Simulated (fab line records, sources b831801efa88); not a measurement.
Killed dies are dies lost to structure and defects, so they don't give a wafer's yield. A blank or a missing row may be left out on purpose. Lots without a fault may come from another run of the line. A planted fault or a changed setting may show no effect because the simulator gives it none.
Which tool did it? | flow sky130 | 12 lots, 36 wafers sampled, at 4 steps of a route of 708

WHAT THE GAUGES READ, wafer by wafer
SKY_PAD_OPEN_BOW_MEAS_13. Usual: PAD_OPEN_BOW 49 um, standard deviation 9.8.
lot  | measured     | on            | PAD_OPEN_BOW (um) | flag
L998 | day 46 05:19 | film_metro-01 | 60 52 52          |
L999 | day 46 07:15 | film_metro-01 | 39 41 44          |
L100 | day 46 10:26 | film_metro-04 | 49 50 44          |
L101 | day 46 11:21 | film_metro-04 | 38 43 45          |
L104 | day 47 07:29 | film_metro-02 | 42 53 47          |
L103 | day 47 09:12 | film_metro-02 | 41 47 37          |
L105 | day 47 12:47 | film_metro-04 | 47 49 47          |
L106 | day 47 17:04 | film_metro-04 | 58 66 60          |
L112 | day 49 05:19 | film_metro-02 | 32 32 33          |
L115 | day 49 17:28 | film_metro-02 | 70 64 56          |
L118 | day 50 09:40 | film_metro-01 | 36 42 47          |
L120 | day 50 15:52 | film_metro-02 | 43 34 39          |

WHICH TOOL RAN EACH LOT (tool, then ch and the chambers of the sampled wafers, then the start)
lot  | SKY_METAL1_SPUTTER_04        | SKY_VIA3_ETCH_15                   | SKY_METAL4_ETCH_17
L998 | pvd_sputter-01, day 32 04:39 | rie_diel-02 ch 1,2,3, day 40 03:17 | rie_diel-03 ch 0,2,3, day 42 05:43
L999 | pvd_sputter-01, day 32 07:59 | rie_diel-01 ch 0,1,2, day 40 07:43 | rie_diel-03 ch 0,1,2, day 42 09:55
L100 | pvd_sputter-02, day 32 12:14 | rie_diel-01 ch 0,1,2, day 40 09:20 | rie_diel-04 ch 0,1,3, day 42 11:03
L101 | pvd_sputter-03, day 32 15:16 | rie_diel-02 ch 1,2, day 40 11:46   | rie_diel-04 ch 1,2,3, day 42 13:46
L104 | pvd_sputter-02, day 33 16:25 | rie_diel-01 ch 0,3, day 41 09:44   | rie_diel-04 ch 0,1, day 43 11:37
L103 | pvd_sputter-02, day 33 18:17 | rie_diel-01 ch 0,2,3, day 41 11:49 | rie_diel-04 ch 1,2, day 43 12:59
L105 | pvd_sputter-03, day 33 22:22 | rie_diel-04 ch 0,1,2, day 41 16:52 | rie_diel-04 ch 0,2, day 43 17:12
L106 | pvd_sputter-02, day 34 05:28 | rie_diel-01 ch 1,2, day 42 00:10   | rie_diel-04 ch 0,2, day 43 23:28
L112 | pvd_sputter-01, day 36 05:46 | rie_diel-02 ch 0,3, day 43 17:41   | rie_diel-01 ch 0,1, day 45 16:02
L115 | pvd_sputter-01, day 37 01:15 | rie_diel-02 ch 0,2,3, day 44 11:28 | rie_diel-03 ch 0,3, day 46 09:05
L118 | pvd_sputter-02, day 38 01:38 | rie_diel-02 ch 0,2, day 45 08:07   | rie_diel-04 ch 0,3, day 47 03:42
L120 | pvd_sputter-02, day 38 11:02 | rie_diel-02 ch 1,2, day 45 16:04   | rie_diel-03 ch 1,3, day 47 11:11
- SKY_METAL1_SPUTTER_04: material TiN, target thk 70 nm, time 58.3 s.
- SKY_VIA3_ETCH_15: etches SiO2 in C4F8/O2/Ar, stops on TiN, target depth 507 nm, time 78 s.
- SKY_METAL4_ETCH_17: etches SiO2 in C4F8/O2/Ar, stops on TiN, time 3.9 s, target depth 15 nm.

WHAT THE TOOLS THEMSELVES READ (means of the sampled wafers that have a number; where no wafer has one, the mark that the record gives instead)
SKY_METAL1_SPUTTER_04. Usual: throttle_valve_pct 30.1 %, standard deviation 1.3.
lot  | tool           | throttle_valve_pct (%) | flag
L998 | pvd_sputter-01 | 31.1                   |
L999 | pvd_sputter-01 | 31.2                   |
L100 | pvd_sputter-02 | 28.7                   |
L101 | pvd_sputter-03 | 30.0                   |
L104 | pvd_sputter-02 | 29.8                   |
L103 | pvd_sputter-02 | 28.8                   |
L105 | pvd_sputter-03 | 30.5                   |
L106 | pvd_sputter-02 | 29.7                   |
L112 | pvd_sputter-01 | 30.9                   |
L115 | pvd_sputter-01 | 30.8                   |
L118 | pvd_sputter-02 | 28.7                   |
L120 | pvd_sputter-02 | 29.9                   |

SKY_VIA3_ETCH_15. Usual: oes_product_au 0.946 a.u., standard deviation 0.0046.
lot  | tool        | oes_product_au (a.u.) | flag
L998 | rie_diel-02 | 0.943                 |
L999 | rie_diel-01 | 0.948                 |
L100 | rie_diel-01 | 0.943                 |
L101 | rie_diel-02 | 0.949                 |
L104 | rie_diel-01 | 0.947                 |
L103 | rie_diel-01 | 0.946                 |
L105 | rie_diel-04 | 0.948                 |
L106 | rie_diel-01 | 0.945                 |
L112 | rie_diel-02 | 0.947                 |
L115 | rie_diel-02 | 0.942                 |
L118 | rie_diel-02 | 0.950                 |
L120 | rie_diel-02 | 0.943                 |

SKY_METAL4_ETCH_17. Usual: oes_product_au 0.753 a.u., standard deviation 0.0074.
lot  | tool        | oes_product_au (a.u.) | flag
L998 | rie_diel-03 | 0.754                 |
L999 | rie_diel-03 | 0.745                 |
L100 | rie_diel-04 | 0.761                 |
L101 | rie_diel-04 | 0.751                 |
L104 | rie_diel-04 | 0.749                 |
L103 | rie_diel-04 | 0.757                 |
L105 | rie_diel-04 | 0.762                 |
L106 | rie_diel-04 | 0.759                 |
L112 | rie_diel-01 | 0.752                 |
L115 | rie_diel-03 | 0.747                 |
L118 | rie_diel-04 | 0.757                 |
L120 | rie_diel-03 | 0.751                 |

THE ANSWER, worked out from the rows above alone
Rule: a lot is off if the mean of its wafers that have a number lies more than 3 standard deviations from the usual mean. A lot without any number at a reading at which 4 lots or more have one is off too. The other lots that the step has rows for count as sound. The gauges are gone through in route order, then the tools' own readings, and for those a lot's mean is taken as printed above. The first step at which some lot is off is used, and at that step the reading that is off furthest; a lot without a number counts as furthest.
No lot is off at any reading shown: from this, nothing can be told.

WHAT THE SIMULATOR HAD PUT IN
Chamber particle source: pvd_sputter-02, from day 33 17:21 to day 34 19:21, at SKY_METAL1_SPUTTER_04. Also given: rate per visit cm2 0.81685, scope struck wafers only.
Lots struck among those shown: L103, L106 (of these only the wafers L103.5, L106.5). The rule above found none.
